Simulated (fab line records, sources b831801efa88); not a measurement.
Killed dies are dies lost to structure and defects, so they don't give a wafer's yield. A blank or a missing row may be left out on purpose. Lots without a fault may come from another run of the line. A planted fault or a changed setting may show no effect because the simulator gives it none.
Which tool did it? | flow gf180mcu | 11 lots, 33 wafers sampled, at 2 steps of a route of 602

WHAT THE GAUGES READ, wafer by wafer
GF_M2_THK_MEAS_06: measures by xrf.
lot  | measured     | on            | M2_ALCU_THK (nm)
L527 | day 18 20:17 | film_metro-01 | 440 441 442
L529 | day 19 12:52 | film_metro-03 | 451 450 450
L530 | day 19 19:11 | film_metro-04 | 445 439 440
L533 | day 21 05:12 | film_metro-03 | 434 434 439
L536 | day 22 08:30 | film_metro-01 | 444 444 443
L538 | day 22 18:52 | film_metro-03 | 449 452 452
L540 | day 23 12:02 | film_metro-01 | 449 445 446
L541 | day 23 22:25 | film_metro-04 | 449 444 448
L545 | day 25 00:41 | film_metro-04 | 448 452 454
L548 | day 26 02:07 | film_metro-04 | 445 443 447
L549 | day 26 02:46 | film_metro-03 | 446 441 443

WHICH TOOL RAN EACH LOT (tool, then ch and the chambers of the sampled wafers, then the start)
lot  | GF_M1_SPUTTER_03
L527 | pvd_sputter-01, day 16 18:13
L529 | pvd_sputter-01, day 17 09:45
L530 | pvd_sputter-01, day 17 16:25
L533 | pvd_sputter-04, day 19 01:38
L536 | pvd_sputter-04, day 20 05:26
L538 | pvd_sputter-03, day 20 17:01
L540 | pvd_sputter-04, day 21 10:38
L541 | pvd_sputter-03, day 21 21:16
L545 | pvd_sputter-01, day 23 00:45
L548 | pvd_sputter-03, day 24 03:17
L549 | pvd_sputter-01, day 24 05:11
- GF_M1_SPUTTER_03: material Ti, target thk 10 nm, time 6.7 s.

THE ANSWER, worked out from the rows above alone
Rule: what is usual is taken from the lots themselves. Put in order of their means at a reading, lots are off if they are a third of the lots or fewer, leave a main group of 4 or more, and stand apart from it by a gap of 3 or more times the standard deviation of the main group's means; of several such gaps the widest counts. A main group whose means are all the same, to the digits that the tables above print for the reading, isn't used. A lot without any number at a reading at which 4 lots or more have one is off too. The other lots that the step has rows for count as sound.
No lot is off at any reading shown: from this, nothing can be told.

WHAT THE SIMULATOR HAD PUT IN
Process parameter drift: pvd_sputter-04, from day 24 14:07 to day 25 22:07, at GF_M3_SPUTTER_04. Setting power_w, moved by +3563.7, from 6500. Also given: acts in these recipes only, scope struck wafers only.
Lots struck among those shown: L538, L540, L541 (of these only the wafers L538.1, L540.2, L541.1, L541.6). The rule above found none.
